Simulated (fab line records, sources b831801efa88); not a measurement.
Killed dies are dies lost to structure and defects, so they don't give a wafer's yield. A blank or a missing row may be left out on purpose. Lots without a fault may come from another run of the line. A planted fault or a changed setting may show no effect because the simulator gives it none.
fab line records | flow sky130
record lots=5 wafers=15 last_day=50
route steps=708 shown LDD_HVP@283 LDD_LDN@289 SPACER@304 POLY_CUT@307
lots that met no fault: from a run of the same line without faults
start_h: hours from the record's first day to the start of the lot's first wafer shown | wait_h: hours since the lot's step before | " the same as in the row above | L1.1+2: a row that stands for several wafers | - no value, or no start given | * or withheld: withheld | < > ~ a bound
route shown NAME@n: a module of which the file shows steps, and the number in the route of the first | usual: mean/standard deviation of fault-free wafers | same: alike in all rows | chamber/n: place in a boat | sites: the reading at each site | _std_site: their standard deviation | _edge_site: outer sites' mean less inner sites' | radius_mm: how far each site lies from the wafer's centre | mask NAME#n: copy n | behind: the tool/chamber that last shaped the wafer | hold: why the lot was held/for how many hours/how that ended | device: the transistor (n, p or np) that didn't switch | end of line: the same wafers' tests at the end of the route | a step without rows: its recipe alone | killed: dies lost to structure and defects at the first sort, not the wafer's yield | map: a wafer's dies, x killed, . not, _ none there
set.NAME: the setting as run; set.NAME@STEP: as run at that earlier step | model.NAME: the simulator's own value behind a step, which no gauge read
lots at some steps of the route; a table a step, a row a wafer
services: from which hour (start_h, from the record's first day; less than 0 if before it) a tool's chamber was out of use, for how many hours, and why
## steps
# step SKY_LDD_HVP_PEB_05
# recipe temp_c=withheld time_s=* resist=NOVOLAK
# columns lot.wafer tool chamber start_h wait_h
L074.1+4+5 litho_track-02 0 - -
L081.1+2+6 litho_track-03 0 - -
L085.1+2+5 litho_track-02 0 - -
L089.2+3+4 litho_track-01 0 - -
L097.1+3+5 litho_track-03 0 - -
# step SKY_LDD_HVP_DEVELOP_06
# recipe resist=NOVOLAK developer=TMAH develop_time_s=60 dev_temp_c=23
# columns lot.wafer tool chamber start_h wait_h
L074.1+4+5 litho_track-02 0 487.44 0.1
L081.1+2+6 litho_track-03 0 553.03 0.1
L085.1+2+5 litho_track-02 0 593.39 0.1
L089.2+3+4 litho_track-01 0 621.23 0.1
L097.1+3+5 litho_track-03 0 683.38 0.1
# step SKY_LDD_HVP_OVL_MEAS_07
# usual LDD_HVP_OVL=0.1/1.5
# columns lot.wafer tool chamber start_h wait_h LDD_HVP_OVL[nm]
L074.1 overlay-01 - 487.59 0.1 -0.9
L074.4 " - " " -1.0
L074.5 " - " " -1.3
L081.1 overlay-01 - 553.18 0.1 -0.7
L081.2 " - " " 1.8
L081.6 " - " " 0.5
L085.1 overlay-01 - 593.54 0.1 2.8
L085.2 " - " " 3.5
L085.5 " - " " 2.9
L089.2 overlay-01 - 621.37 0.1 -0.7
L089.3 " - " " 1.0
L089.4 " - " " -0.5
L097.1 overlay-02 - 683.53 0.1 -1.6
L097.3 " - " " -2.3
L097.5 " - " " -1.8
# step SKY_LDD_HVP_IMPLANT_08
# recipe species=B energy_kev=20 dose_cm2=1.72e+13 tilt_deg=17.9
# usual dose_ions_cm2=1.7201e+13/1.8e+10 end_station_pressure_torr=5.06e-06/2.6e-07
# columns lot.wafer tool chamber start_h wait_h dose_ions_cm2 end_station_pressure_torr
L074.1 implanter-02 0 487.63 0.0 1.7219e+13 4.81e-06
L074.4 " 0 " " 1.7177e+13 4.74e-06
L074.5 " 0 " " 1.7198e+13 5.07e-06
L081.1 implanter-03 0 553.21 0.0 1.7197e+13 5.36e-06
L081.2 " 0 " " 1.7211e+13 5.21e-06
L081.6 " 0 " " 1.7218e+13 5.09e-06
L085.1 implanter-03 0 593.58 0.0 1.7193e+13 5.54e-06
L085.2 " 0 " " 1.7212e+13 5.43e-06
L085.5 " 0 " " 1.7213e+13 4.84e-06
L089.2 implanter-01 0 621.42 0.0 1.7212e+13 5.07e-06
L089.3 " 0 " " 1.7203e+13 5.63e-06
L089.4 " 0 " " 1.7224e+13 4.9e-06
L097.1 implanter-03 0 683.56 0.0 1.7218e+13 5.33e-06
L097.3 " 0 " " 1.7208e+13 4.62e-06
L097.5 " 0 " " 1.7215e+13 5.58e-06
# step SKY_LDD_HVP_STRIP_09
# recipe chemistry=O2/N2 power_w=1400 pressure_mtorr=1500 platen_temp_c=withheld o2_flow_sccm=3000 n2_flow_sccm=300 overash_fraction=0.5
# usual chamber_pressure_mTorr=1500.0/1.3 drypump_motor_current_A=5.50/0.26 n2_flow_sccm=300.0/1 oes_product_au=0.408/0.0045 strip_time_to_endpoint_s=4.132/0.014
# columns lot.wafer tool chamber start_h wait_h chamber_pressure_mTorr drypump_motor_current_A n2_flow_sccm oes_product_au rf_hours_counter_h strip_time_to_endpoint_s
L074.1 plasma_asher-01 0 487.78 0.1 1499.7 5.34 299.7 0.414 5 4.132
L074.4 " 0 " " 1502.4 5.34 299.9 0.412 - 4.152
L074.5 " 0 " " 1499.0 5.34 300.0 0.407 - 4.135
L081.1 plasma_asher-02 1 553.36 0.1 1499.1 6.16 299.7 0.405 41 4.168
L081.2 " 0 " " 1501.3 5.25 300.3 0.411 41 4.132
L081.6 " 0 " " 1500.2 5.25 299.7 0.406 - 4.171
L085.1 plasma_asher-01 0 593.73 0.1 1501.4 5.35 299.0 0.405 16 4.109
L085.2 " 1 " " 1499.3 5.52 299.3 0.406 16 4.106
L085.5 " 0 " " 1501.8 5.35 300.4 0.411 - 4.112
L089.2 plasma_asher-02 1 621.55 0.1 1499.6 6.14 300.7 0.403 48 4.121
L089.3 " 0 " " 1498.8 5.21 299.2 0.405 - 4.125
L089.4 " 1 " " 1499.3 6.11 300.2 0.403 - 4.119
L097.1 plasma_asher-03 0 683.71 0.1 1499.3 5.72 300.1 0.407 98 4.153
L097.3 " 0 " " 1499.6 5.71 300.4 0.409 - 4.146
L097.5 " 1 " " 1500.8 5.24 298.0 0.407 - 4.134
# step SKY_LDD_HVP_TW_MEAS_10
# usual LDD_HVP_TW=456.8/2.1
# columns lot.wafer tool chamber start_h wait_h LDD_HVP_TW
L074.1 film_metro-01 - 487.88 0.1 451.9
L074.4 " - " " 453.4
L074.5 " - " " 454.5
L081.1 film_metro-01 - 553.46 0.1 457.6
L081.2 " - " " 459.1
L081.6 " - " " 454.9
L085.1 film_metro-02 - 593.83 0.1 454.8
L085.2 " - " " 456.0
L085.5 " - " " 457.9
L089.2 film_metro-01 - 621.66 0.1 456.9
L089.3 " - " " 457.5
L089.4 " - " " 458.4
L097.1 film_metro-04 - 683.81 0.1 454.2
L097.3 " - " " 456.4
L097.5 " - " " 457.9
# step SKY_LDD_LDN_DEHYDRATE_00
# recipe temp_c=200 time_s=60
# columns lot.wafer tool chamber start_h wait_h
L074.1+4+5 litho_track-01 0 502.81 14.9
L081.1+2+6 litho_track-03 0 567.53 14.1
L085.1+2+5 litho_track-01 0 607.51 13.7
L089.2+3+4 litho_track-03 0 635.30 13.6
L097.1+3+5 litho_track-01 0 696.66 12.8
# step SKY_LDD_LDN_HMDS_01
# recipe prime_time_s=60 prime_temp_c=120
# columns lot.wafer tool chamber start_h wait_h
L074.1+4+5 litho_track-01 0 502.96 0.1
L081.1+2+6 litho_track-03 0 567.68 0.1
L085.1+2+5 litho_track-01 0 607.66 0.1
L089.2+3+4 litho_track-03 0 635.45 0.1
L097.1+3+5 litho_track-01 0 696.81 0.1
# step SKY_LDD_LDN_COAT_02
# recipe resist=NOVOLAK spin_rpm=3000 resist_thk_nm=1140
# columns lot.wafer tool chamber start_h wait_h
L074.1+4+5 litho_track-01 0 503.11 0.1
L081.1+2+6 litho_track-03 0 567.83 0.1
L085.1+2+5 litho_track-01 0 607.81 0.1
L089.2+3+4 litho_track-03 0 635.60 0.1
L097.1+3+5 litho_track-01 0 696.96 0.1
# step SKY_LDD_LDN_SOFTBAKE_03
# recipe temp_c=90 time_s=60 resist=NOVOLAK
# columns lot.wafer tool chamber start_h wait_h
L074.1+4+5 litho_track-01 0 503.26 0.1
L081.1+2+6 litho_track-03 0 567.98 0.1
L085.1+2+5 litho_track-01 0 607.96 0.1
L089.2+3+4 litho_track-03 0 635.75 0.1
L097.1+3+5 litho_track-01 0 697.11 0.1
# step SKY_LDD_LDN_EXPOSE_04
# recipe mask_id=LDNTM na=0.6 source_shape=conventional sigma_outer=0.6 polarization=unpolarized target_cd_nm=700 dose_mj=140
# usual exposure_dose_mJ_cm2=140.01/0.12
# columns lot.wafer tool chamber start_h wait_h mask exposure_dose_mJ_cm2
L074.1 iline_stepper-01 0 - - LDNTM#0 140.02
L074.4 " 0 " " LDNTM#0 139.94
L074.5 " 0 " " LDNTM#0 139.92
L081.1 iline_stepper-01 0 - - LDNTM#0 139.99
L081.2 " 0 " " LDNTM#0 139.97
L081.6 " 0 " " LDNTM#0 139.96
L085.1 iline_stepper-02 0 - - LDNTM#0 140.11
L085.2 " 0 " " LDNTM#0 140.09
L085.5 " 0 " " LDNTM#0 140.02
L089.2 iline_stepper-02 0 - - LDNTM#0 140.27
L089.3 " 0 " " LDNTM#0 140.06
L089.4 " 0 " " LDNTM#0 139.96
L097.1 iline_stepper-01 0 - - LDNTM#0 140.10
L097.3 " 0 " " LDNTM#0 140.06
L097.5 " 0 " " LDNTM#0 140.03
# step SKY_LDD_LDN_PEB_05
# recipe temp_c=withheld time_s=* resist=NOVOLAK
# columns lot.wafer tool chamber start_h wait_h
L074.1+4+5 litho_track-01 0 - -
L081.1+2+6 litho_track-03 0 - -
L085.1+2+5 litho_track-04 0 - -
L089.2+3+4 litho_track-04 0 - -
L097.1+3+5 litho_track-04 0 - -
# step SKY_LDD_LDN_DEVELOP_06
# recipe resist=NOVOLAK developer=TMAH develop_time_s=60 dev_temp_c=23
# columns lot.wafer tool chamber start_h wait_h
L074.1+4+5 litho_track-01 0 518.21 0.1
L081.1+2+6 litho_track-03 0 581.93 0.1
L085.1+2+5 litho_track-04 0 622.89 0.1
L089.2+3+4 litho_track-04 0 650.01 0.1
L097.1+3+5 litho_track-04 0 710.24 0.1
# step SKY_LDD_LDN_OVL_MEAS_07
# usual LDD_LDN_OVL=0.4/1.1
# columns lot.wafer tool chamber start_h wait_h LDD_LDN_OVL[nm]
L074.1 overlay-01 - 518.36 0.1 2.1
L074.4 " - " " 1.4
L074.5 " - " " 1.7
L081.1 overlay-01 - 582.08 0.1 4.1
L081.2 " - " " 2.0
L081.6 " - " " 2.5
L085.1 overlay-01 - 623.04 0.1 -0.9
L085.2 " - " " -0.1
L085.5 " - " " -1.6
L089.2 overlay-01 - 650.15 0.1 1.6
L089.3 " - " " 1.1
L089.4 " - " " 0.6
L097.1 overlay-01 - 710.39 0.1 -0.4
L097.3 " - " " -1.9
L097.5 " - " " -0.3
# step SKY_LDD_LDN_IMPLANT_08
# recipe species=As energy_kev=15 dose_cm2=1.25e+13 tilt_deg=withheld rotation_deg=23
# usual dose_ions_cm2=1.2497e+13/1.3e+10 end_station_pressure_torr=5.06e-06/2.6e-07
# columns lot.wafer tool chamber start_h wait_h dose_ions_cm2 end_station_pressure_torr
L074.1 implanter-03 0 518.40 0.0 1.2482e+13 5.47e-06
L074.4 " 0 " " 1.25e+13 5.18e-06
L074.5 " 0 " " 1.2489e+13 5.07e-06
L081.1 implanter-04 0 582.11 0.0 1.2511e+13 5.21e-06
L081.2 " 0 " " 1.2489e+13 5.02e-06
L081.6 " 0 " " 1.2472e+13 5.63e-06
L085.1 implanter-02 0 623.08 0.0 1.248e+13 4.6e-06
L085.2 " 0 " " 1.2509e+13 4.6e-06
L085.5 " 0 " " 1.2491e+13 4.89e-06
L089.2 implanter-03 0 650.20 0.0 1.2479e+13 5.21e-06
L089.3 " 0 " " 1.25e+13 5.25e-06
L089.4 " 0 " " 1.2494e+13 5.09e-06
L097.1 implanter-02 0 710.43 0.0 1.2507e+13 5.35e-06
L097.3 " 0 " " 1.2495e+13 5.18e-06
L097.5 " 0 " " 1.25e+13 4.84e-06
# step SKY_LDD_LDN_IMPLANT_09
# recipe species=As energy_kev=14.9 dose_cm2=1.25e+13 tilt_deg=withheld rotation_deg=113
# usual dose_ions_cm2=1.2497e+13/1.2e+10 end_station_pressure_torr=5.09e-06/2.5e-07
# columns lot.wafer tool chamber start_h wait_h dose_ions_cm2 end_station_pressure_torr
L074.1 implanter-03 0 518.55 0.1 1.2482e+13 5.36e-06
L074.4 " 0 " " 1.2488e+13 5.02e-06
L074.5 " 0 " " 1.2485e+13 4.73e-06
L081.1 implanter-04 0 582.26 0.1 1.2517e+13 4.79e-06
L081.2 " 0 " " 1.2494e+13 4.64e-06
L081.6 " 0 " " 1.2498e+13 4.68e-06
L085.1 implanter-02 0 623.23 0.1 1.2486e+13 5.05e-06
L085.2 " 0 " " 1.2507e+13 4.95e-06
L085.5 " 0 " " 1.2492e+13 4.69e-06
L089.2 implanter-03 0 650.35 0.1 1.2486e+13 5.16e-06
L089.3 " 0 " " 1.2507e+13 4.82e-06
L089.4 " 0 " " 1.2504e+13 5.03e-06
L097.1 implanter-02 0 710.58 0.1 1.2476e+13 4.69e-06
L097.3 " 0 " " 1.2477e+13 5.03e-06
L097.5 " 0 " " 1.2482e+13 5.14e-06
# step SKY_LDD_LDN_IMPLANT_10
# recipe species=As energy_kev=15 dose_cm2=1.25e+13 tilt_deg=withheld rotation_deg=203
# usual dose_ions_cm2=1.2503e+13/1.2e+10 end_station_pressure_torr=5.08e-06/2.7e-07
# columns lot.wafer tool chamber start_h wait_h dose_ions_cm2 end_station_pressure_torr
L074.1 implanter-03 0 518.70 0.1 1.2504e+13 5.39e-06
L074.4 " 0 " " 1.2486e+13 5.55e-06
L074.5 " 0 " " 1.2493e+13 5.47e-06
L081.1 implanter-04 0 582.41 0.1 1.2506e+13 5.05e-06
L081.2 " 0 " " 1.2518e+13 4.56e-06
L081.6 " 0 " " 1.2499e+13 5.24e-06
L085.1 implanter-02 0 623.38 0.1 1.2495e+13 5.22e-06
L085.2 " 0 " " 1.2521e+13 5.17e-06
L085.5 " 0 " " 1.2493e+13 5.26e-06
L089.2 implanter-03 0 650.50 0.1 1.2493e+13 5.28e-06
L089.3 " 0 " " 1.2505e+13 5.13e-06
L089.4 " 0 " " 1.2509e+13 5.58e-06
L097.1 implanter-02 0 710.73 0.1 1.2482e+13 5.25e-06
L097.3 " 0 " " 1.2483e+13 4.87e-06
L097.5 " 0 " " 1.2514e+13 4.88e-06
# step SKY_LDD_LDN_IMPLANT_11
# recipe species=As energy_kev=15 dose_cm2=1.25e+13 tilt_deg=withheld rotation_deg=293
# usual dose_ions_cm2=1.2501e+13/1.1e+10 end_station_pressure_torr=5.08e-06/3e-07
# columns lot.wafer tool chamber start_h wait_h dose_ions_cm2 end_station_pressure_torr
L074.1 implanter-03 0 518.85 0.1 1.2496e+13 5.16e-06
L074.4 " 0 " " 1.2488e+13 4.74e-06
L074.5 " 0 " " 1.2489e+13 4.93e-06
L081.1 implanter-04 0 582.56 0.1 1.2486e+13 4.64e-06
L081.2 " 0 " " 1.2506e+13 5.03e-06
L081.6 " 0 " " 1.2499e+13 5.63e-06
L085.1 implanter-02 0 623.53 0.1 1.2486e+13 4.86e-06
L085.2 " 0 " " 1.2496e+13 5.05e-06
L085.5 " 0 " " 1.2488e+13 5.12e-06
L089.2 implanter-03 0 650.65 0.1 1.2499e+13 4.75e-06
L089.3 " 0 " " 1.2518e+13 5e-06
L089.4 " 0 " " 1.2504e+13 4.84e-06
L097.1 implanter-02 0 710.88 0.1 1.2515e+13 4.63e-06
L097.3 " 0 " " 1.251e+13 4.94e-06
L097.5 " 0 " " 1.2519e+13 5.12e-06
# step SKY_LDD_LDN_STRIP_12
# recipe chemistry=O2/N2 power_w=1400 pressure_mtorr=1500 platen_temp_c=withheld o2_flow_sccm=3000 n2_flow_sccm=300 overash_fraction=0.5
# usual chamber_pressure_mTorr=1499.9/1.5 drypump_motor_current_A=5.7/0.42 n2_flow_sccm=300.1/0.96 oes_product_au=0.715/0.0045 strip_time_to_endpoint_s=14.17/0.041
# columns lot.wafer tool chamber start_h wait_h chamber_pressure_mTorr drypump_motor_current_A n2_flow_sccm oes_product_au rf_hours_counter_h strip_time_to_endpoint_s
L074.1 plasma_asher-04 0 519.00 0.1 1500.2 5.6 299.7 0.721 72 14.11
L074.4 " 0 " " 1500.1 5.6 299.8 0.724 - 14.10
L074.5 " 0 " " 1500.9 5.6 300.0 0.714 - 14.19
L081.1 plasma_asher-02 0 582.71 0.1 1500.9 5.3 300.7 0.717 44 14.14
L081.2 " 1 " " 1500.2 6.1 300.0 0.724 44 14.17
L081.6 " 0 " " 1503.2 5.3 301.0 0.719 - 14.15
L085.1 plasma_asher-03 1 623.68 0.1 1501.2 5.3 299.9 0.716 92 14.17
L085.2 " 0 " " 1499.7 5.8 299.1 0.716 92 14.13
L085.5 " 0 " " 1499.8 5.7 299.0 0.717 - 14.18
L089.2 plasma_asher-02 1 650.78 0.1 1498.6 6.2 301.5 0.717 51 14.15
L089.3 " 1 " " 1500.1 6.1 301.9 0.710 - 14.10
L089.4 " 0 " " 1499.0 5.3 301.6 0.716 - 14.17
L097.1 plasma_asher-04 1 711.03 0.1 1499.1 6.4 299.7 0.718 90 14.17
L097.3 " 0 " " 1497.8 5.6 299.7 0.712 - 14.18
L097.5 " 0 " " 1501.3 5.6 300.8 0.713 - 14.17
# step SKY_LDD_LDN_TW_MEAS_13
# usual LDD_LDN_TW=1477/7
# columns lot.wafer tool chamber start_h wait_h LDD_LDN_TW
L074.1 film_metro-04 - 519.10 0.1 1479
L074.4 " - " " 1481
L074.5 " - " " 1487
L081.1 film_metro-04 - 582.81 0.1 1472
L081.2 " - " " 1466
L081.6 " - " " 1467
L085.1 film_metro-01 - 623.78 0.1 1479
L085.2 " - " " 1475
L085.5 " - " " 1480
L089.2 film_metro-04 - 650.89 0.1 1487
L089.3 " - " " 1482
L089.4 " - " " 1486
L097.1 film_metro-04 - 711.13 0.1 1475
L097.3 " - " " 1481
L097.5 " - " " 1480
# step SKY_LDD_LDN_CLEAN_14
# recipe chemistry=SC1/SC2 mix=1:4:20 temp_c=70 time_s=150 dry=n2_spin
# columns lot.wafer tool chamber start_h wait_h
L074.1+4+5 wet_bench-03 0 519.16 0.1
L081.1+2+6 wet_bench-04 0 582.87 0.1
L085.1+2+5 wet_bench-04 0 623.84 0.1
L089.2+3+4 wet_bench-01 2 650.94 0.0
L097.1+3+5 wet_bench-03 2 711.19 0.1
# step SKY_SPACER_CVD_00
# recipe material=Si3N4 precursor=DCS/NH3 target_thk_nm=43.1 temp_c=770 time_s=740 pressure_mtorr=250
# usual pressure_mtorr=250.1/0.4 spike_tc_lower_C=770.9/1.6
# columns lot.wafer tool chamber start_h wait_h pressure_mtorr spike_tc_lower_C
L074.1 lpcvd-02 1 520.46 1.2 250.5 769.6
L074.4 " 1 " " 250.4 768.4
L074.5 " 1 " " 249.8 770.7
L081.1 lpcvd-02 1 583.61 0.7 250.3 769.7
L081.2 " 1 " " 249.8 770.5
L081.6 " 1 " " 250.2 768.5
L085.1 lpcvd-02 0 623.89 0.0 251.6 772.5
L085.2 " 0 " " 249.8 772.5
L085.5 " 0 " " 250.7 771.7
L089.2 lpcvd-02 1 650.99 0.0 250.7 769.9
L089.3 " 1 " " 250.0 770.0
L089.4 " 1 " " 250.5 770.6
L097.1 lpcvd-02 0 711.40 0.2 250.3 771.2
L097.3 " 0 " " 250.6 771.7
L097.5 " 0 " " 250.5 772.4
# step SKY_SPACER_THK_MEAS_01
# recipe reads=Si3N4_of_SPACER_CVD_00
# usual SPACER_CVD_00_THK=43.1/0.38
# columns lot.wafer tool chamber start_h wait_h SPACER_CVD_00_THK[nm]
L074.1 film_metro-04 - 521.66 0.0 43.7
L074.4 " - " " 43.6
L074.5 " - " " 43.6
L081.1 film_metro-02 - 584.81 0.0 43.0
L081.2 " - " " 43.2
L081.6 " - " " 43.6
L085.1 film_metro-04 - 625.10 0.0 43.4
L085.2 " - " " 43.1
L085.5 " - " " 43.1
L089.2 film_metro-03 - 652.21 0.0 43.0
L089.3 " - " " 42.6
L089.4 " - " " 42.6
L097.1 film_metro-03 - 712.60 0.0 43.1
L097.3 " - " " 43.0
L097.5 " - " " 43.1
# step SKY_SPACER_ETCHBACK_02
# recipe chemistry=CH3F/O2 target=Si3N4 stop_on=SiO2 source_w=400 bias_w=80 pressure_mtorr=25 ch3f_flow_sccm=40 O2_flow_sccm=30 time_s=46.7 target_depth_a=450
# usual chamber_pressure_mTorr=24.999/0.023 drypump_motor_current_A=5.9/0.56 oes_product_au=0.854/0.0062 rf_fwd_power_W=395.7/1.4 throttle_valve_pct=10.563/0.0084
# columns lot.wafer tool chamber start_h wait_h chamber_pressure_mTorr drypump_motor_current_A oes_product_au rf_fwd_power_W rf_hours_counter_h throttle_valve_pct
L074.1 rie_diel-04 3 521.72 0.1 25.019 6.3 0.856 395.0 14 10.572
L074.4 " 2 " " 25.060 6.4 0.865 394.5 - 10.569
L074.5 " 1 " " 24.973 6.3 0.864 394.7 - 10.553
L081.1 rie_diel-01 0 584.87 0.1 25.003 5.8 0.845 393.2 71 10.561
L081.2 " 3 " " 24.985 4.7 0.855 394.0 50 10.566
L081.6 " 1 " " 24.986 4.8 0.861 395.5 - 10.563
L085.1 rie_diel-04 0 625.16 0.1 25.011 5.9 0.850 395.4 2 10.560
L085.2 " 3 " " 25.018 6.3 0.847 393.3 16 10.562
L085.5 " 3 " " 24.987 6.3 0.853 395.6 - 10.567
L089.2 rie_diel-04 2 652.26 0.0 24.983 6.4 0.846 396.3 11 10.565
L089.3 " 2 " " 25.008 6.4 0.851 393.3 - 10.572
L089.4 " 1 " " 25.027 6.3 0.843 395.3 - 10.562
L097.1 rie_diel-01 0 712.66 0.1 24.996 5.8 0.850 395.3 2 10.565
L097.3 " 1 " " 25.012 4.9 0.855 396.6 2 10.560
L097.5 " 1 " " 24.968 4.8 0.857 396.0 - 10.554
# step SKY_POLY_CUT_DEHYDRATE_00
# recipe temp_c=200 time_s=60
# columns lot.wafer tool chamber start_h wait_h
L074.1+4+5 litho_track-04 0 536.39 14.6
L081.1+2+6 litho_track-02 0 598.79 13.9
L085.1+2+5 litho_track-04 0 638.84 13.7
L089.2+3+4 litho_track-04 0 665.51 13.2
L097.1+3+5 litho_track-03 0 725.73 13.0
# step SKY_POLY_CUT_HMDS_01
# recipe prime_time_s=60 prime_temp_c=120
# columns lot.wafer tool chamber start_h wait_h
L074.1+4+5 litho_track-04 0 536.54 0.1
L081.1+2+6 litho_track-02 0 598.94 0.1
L085.1+2+5 litho_track-04 0 638.99 0.1
L089.2+3+4 litho_track-04 0 665.66 0.1
L097.1+3+5 litho_track-03 0 725.88 0.1
# step SKY_POLY_CUT_COAT_02
# recipe resist=BARC temp_c=withheld time_s=withheld spin_rpm=3000 resist_thk_nm=60
# columns lot.wafer tool chamber start_h wait_h
L074.1+4+5 litho_track-04 0 536.69 0.1
L081.1+2+6 litho_track-02 0 599.09 0.1
L085.1+2+5 litho_track-04 0 639.14 0.1
L089.2+3+4 litho_track-04 0 665.81 0.1
L097.1+3+5 litho_track-03 0 726.03 0.1
# step SKY_POLY_CUT_COAT_03
# recipe resist=KrF-thick spin_rpm=3000 resist_thk_nm=450
# columns lot.wafer tool chamber start_h wait_h
L074.1+4+5 litho_track-04 0 - -
L081.1+2+6 litho_track-02 0 - -
L085.1+2+5 litho_track-04 0 - -
L089.2+3+4 litho_track-04 0 - -
L097.1+3+5 litho_track-03 0 - -
# step SKY_POLY_CUT_SOFTBAKE_04
# recipe temp_c=100 time_s=90 resist=KrF-thick
# columns lot.wafer tool chamber start_h wait_h
L074.1+4+5 litho_track-04 0 - -
L081.1+2+6 litho_track-02 0 - -
L085.1+2+5 litho_track-04 0 - -
L089.2+3+4 litho_track-04 0 - -
L097.1+3+5 litho_track-03 0 - -
# step SKY_POLY_CUT_EXPOSE_05
# recipe mask_id=NPCM na=0.8 source_shape=annular sigma_inner=0.55 sigma_outer=0.85 target_cd_nm=270 dose_mj=32
# usual exposure_dose_mJ_cm2=31.990/0.029
# columns lot.wafer tool chamber start_h wait_h mask exposure_dose_mJ_cm2
L074.1 krf_scanner-02 0 - - NPCM#0 31.988
L074.4 " 0 " " NPCM#0 32.045
L074.5 " 0 " " NPCM#0 32.018
L081.1 krf_scanner-02 0 - - NPCM#0 31.997
L081.2 " 0 " " NPCM#0 31.979
L081.6 " 0 " " NPCM#0 31.998
L085.1 krf_scanner-02 0 - - NPCM#0 31.984
L085.2 " 0 " " NPCM#0 31.950
L085.5 " 0 " " NPCM#0 31.969
L089.2 krf_scanner-01 0 - - NPCM#0 31.949
L089.3 " 0 " " NPCM#0 31.980
L089.4 " 0 " " NPCM#0 31.949
L097.1 krf_scanner-02 0 - - NPCM#0 32.028
L097.3 " 0 " " NPCM#0 31.973
L097.5 " 0 " " NPCM#0 31.993
# step SKY_POLY_CUT_PEB_06
# recipe peb_temp_c=withheld peb_time_s=withheld resist=KrF-thick
# columns lot.wafer tool chamber start_h wait_h
L074.1+4+5 litho_track-02 0 - -
L081.1+2+6 litho_track-04 0 - -
L085.1+2+5 litho_track-03 0 - -
L089.2+3+4 litho_track-02 0 - -
L097.1+3+5 litho_track-02 0 - -
# step SKY_POLY_CUT_DEVELOP_07
# recipe develop_time_s=60 resist=KrF-thick dev_temp_c=21
# columns lot.wafer tool chamber start_h wait_h
L074.1+4+5 litho_track-02 0 - -
L081.1+2+6 litho_track-04 0 - -
L085.1+2+5 litho_track-03 0 - -
L089.2+3+4 litho_track-02 0 - -
L097.1+3+5 litho_track-02 0 - -
# step SKY_POLY_CUT_CD_MEAS_08
# recipe target_cd_nm=270
# usual cd_nm=270.0/1.3
# columns lot.wafer tool chamber start_h wait_h cd_nm
L074.1 cd_sem-02 - 552.39 - 268.0
L074.4 " - " " 269.6
L074.5 " - " " 270.5
L081.1 cd_sem-02 - 613.79 - 270.2
L081.2 " - " " 269.2
L081.6 " - " " 269.5
L085.1 cd_sem-01 - 654.28 - 271.4
L085.2 " - " " 270.0
L085.5 " - " " 271.0
L089.2 cd_sem-02 - 681.11 - 269.9
L089.3 " - " " 269.7
L089.4 " - " " 270.7
L097.1 cd_sem-02 - 739.69 - 271.2
L097.3 " - " " 271.7
L097.5 " - " " 271.6
# step SKY_POLY_CUT_OVL_MEAS_09
# usual POLY_CUT_OVL=1/6
# columns lot.wafer tool chamber start_h wait_h POLY_CUT_OVL[nm]
L074.1 overlay-01 - 552.51 0.1 -1
L074.4 " - " " -9
L074.5 " - " " 1
L081.1 overlay-01 - 613.91 0.1 -11
L081.2 " - " " -3
L081.6 " - " " -7
L085.1 overlay-02 - 654.40 0.1 -5
L085.2 " - " " 2
L085.5 " - " " -2
L089.2 overlay-01 - 681.22 0.1 4
L089.3 " - " " 4
L089.4 " - " " 3
L097.1 overlay-01 - 739.81 0.1 4
L097.3 " - " " 6
L097.5 " - " " 4
# step SKY_POLY_CUT_ETCH_10
# recipe chemistry=N2/H2 target=BARC ion_energy_ev=200 source_w=500 bias_w=100 pressure_mtorr=30 n2_flow_sccm=100 h2_flow_sccm=200 stop_on=SiO2 time_s=45.9 target_depth_a=600
# usual chamber_pressure_mTorr=29.999/0.025 drypump_motor_current_A=5.7/0.54 n2_flow_sccm=100.00/0.3 oes_product_au=0.855/0.0044 rf_fwd_power_W=495.0/2 throttle_valve_pct=13.225/0.0088
# columns lot.wafer tool chamber start_h wait_h chamber_pressure_mTorr drypump_motor_current_A n2_flow_sccm oes_product_au rf_fwd_power_W rf_hours_counter_h throttle_valve_pct
L074.1 rie_diel-01 3 552.55 0.0 29.977 4.8 99.72 0.861 493.2 49 13.221
L074.4 " 3 " " 29.991 4.8 100.05 0.864 493.8 - 13.207
L074.5 " 2 " " 30.003 5.1 99.73 0.860 494.7 - 13.223
L081.1 rie_diel-04 0 613.95 0.0 30.008 5.9 100.11 0.858 492.2 2 13.220
L081.2 " 2 " " 30.023 6.4 100.35 0.851 493.0 10 13.213
L081.6 " 1 " " 29.963 6.3 99.78 0.856 492.5 - 13.229
L085.1 rie_diel-04 1 654.43 0.0 29.955 6.3 100.09 0.859 495.4 10 13.227
L085.2 " 2 " " 29.999 6.4 100.07 0.858 493.7 11 13.234
L085.5 " 2 " " 29.997 6.5 99.86 0.852 496.1 - 13.243
L089.2 rie_diel-04 2 681.25 0.0 30.028 6.4 99.61 0.860 495.8 12 13.222
L089.3 " 0 " " 29.997 5.9 100.08 0.852 494.1 3 13.224
L089.4 " 1 " " 29.976 6.3 99.96 0.856 496.1 11 13.230
L097.1 rie_diel-02 0 739.85 0.0 30.035 5.2 99.70 0.855 496.7 38 13.220
L097.3 " 3 " " 29.999 5.5 100.00 0.861 497.1 23 13.221
L097.5 " 0 " " 30.006 5.2 99.74 0.857 498.7 - 13.218
## services
# columns tool chamber start_h hours kind
implanter-03 - 478.45 2.6 repair
implanter-04 - 483.28 2.8 repair
krf_scanner-02 - 492.42 1.3 pm
implanter-03 - 499.97 3.9 pm
plasma_asher-02 - 503.82 15.6 pm
rie_diel-04 0 509.86 15.1 repair
krf_scanner-02 - 525.01 1.0 pm
krf_scanner-02 - 526.88 1.5 repair
implanter-04 - 532.81 34.6 pm
rie_diel-04 1 541.87 9.1 repair
rie_diel-04 1 570.94 2.2 repair
krf_scanner-02 - 572.37 1.9 repair
implanter-03 - 580.51 3.9 repair
rie_diel-04 1 599.32 7.9 repair
krf_scanner-02 - 609.95 0.8 pm
implanter-04 - 629.12 5.3 repair
rie_diel-04 3 631.58 29.8 repair
plasma_asher-02 - 633.60 2.0 repair
implanter-02 - 634.70 2.3 repair
rie_diel-04 0 641.52 21.9 repair
implanter-04 - 652.85 12.7 pm
krf_scanner-02 - 668.32 1.3 pm
implanter-02 - 682.36 2.1 pm
rie_diel-04 2 714.04 2.8 repair
## key
fault none
